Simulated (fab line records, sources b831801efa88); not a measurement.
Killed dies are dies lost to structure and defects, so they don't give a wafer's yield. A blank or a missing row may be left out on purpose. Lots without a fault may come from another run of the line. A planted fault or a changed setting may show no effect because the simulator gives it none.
Problem report in the 8D (eight disciplines) form, filled by code | flow sky130 | the parts of the form that need people (team, actions taken, sign-off) are left out

1. THE PROBLEM
VIA3_HDPCVD_THK at SKY_VIA3_THK_MEAS_01 reads a mean of 1938 nm on 1 wafer of 1 lot; wafers without a fault read 1629 nm with a standard deviation of 17. That is +18 standard deviations from the usual mean.
First seen on wafer L551.1, day 44 04:45, on film_metro-01. The record holds 39 wafers of 13 lots with a number at this step. Rule for "out", or "out of limits": more than 4 standard deviations from the usual mean. The other wafers with a number count as sound.

2. WHAT IT IS AND WHAT IT IS NOT
question                    | is                | is not
which readings at this step | VIA3_HDPCVD_THK   | -
which lots                  | L551              | L532, L533, L536, L537, L538, L539, L540, L541, L542, L543, L544, L555
which wafers of those lots  | L551.1            | L551.3, L551.6
read on which gauges        | film_metro-01     | film_metro-02, film_metro-03
when                        | from day 44 04:45 | up to then (35 sound wafers); but 3 sound wafers of L555 came after

3. SUSPECTS, AND WHAT RULES EACH OUT
Counting: a tool at a process step up to the reading stays a suspect if it ran every lot that is out. Sound lots after the first of them don't rule it out here, since some wafers of a struck lot are sound.
- the gauge at SKY_VIA3_THK_MEAS_01: ruled out. All the wafers that are out were read on film_metro-01, but those of them that SKY_VIA3_HDPCVD_00 has rows for are out there too, on other tools.
- hdpcvd-01 at SKY_VIA3_HDPCVD_00 (deposits SiO2, target thk 1635 nm, time 272.5 s): kept. It ran the lot that is out, L551 (day 44 04:35); its last sound lot up to then is L544 (day 42 07:52). Its own readings are out on those wafers: run_length_s.
- Within hdpcvd-01 at SKY_VIA3_HDPCVD_00: the wafers that are out ran in chamber 1; their sound lot-mates ran in chambers 0, 2.
Left after counting: hdpcvd-01 at SKY_VIA3_HDPCVD_00.

4. THE CAUSE (what the simulator had put in)
Process parameter drift: hdpcvd-01, from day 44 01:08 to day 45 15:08, at SKY_VIA3_HDPCVD_00. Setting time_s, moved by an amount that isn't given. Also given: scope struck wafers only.
Counting left only this tool.

5. THE CHAIN OF EFFECTS, in route order
Each row: a reading whose mean over the struck wafers that have a number lies more than 3 standard deviations from the usual. Only readings for which the record gives a usual standard deviation are gone through. hours: the time from each lot's start at the first step in this table that gives one to its start at this step, as a median over the lots. sigmas: the change in usual standard deviations.
hours | step                 | reading         | usual   | on struck wafers | change | sigmas
0     | SKY_VIA3_HDPCVD_00   | run_length_s    | 300.3 s | 348.4            | +48.1  | +98
0     | SKY_VIA3_THK_MEAS_01 | VIA3_HDPCVD_THK | 1629 nm | 1938             | +309   | +18
The process steps in it:
- SKY_VIA3_HDPCVD_00: deposits SiO2, target thk 1635 nm, time 272.5 s.

6. WHAT WOULD HAVE CAUGHT IT SOONER
In this record the first reading out of limits at a measuring or inspecting step was taken at day 44 04:45, 4 hours after the fault began at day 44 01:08.
The tool's own readings at SKY_VIA3_HDPCVD_00 were out on every struck wafer that the step has a row for (run_length_s): an alarm limit on them would have fired on the first of those.
All the lots that are out (1) had begun SKY_VIA3_HDPCVD_00 on hdpcvd-01 by day 44 04:45. A hold on the tool at that time would have spared none of them.
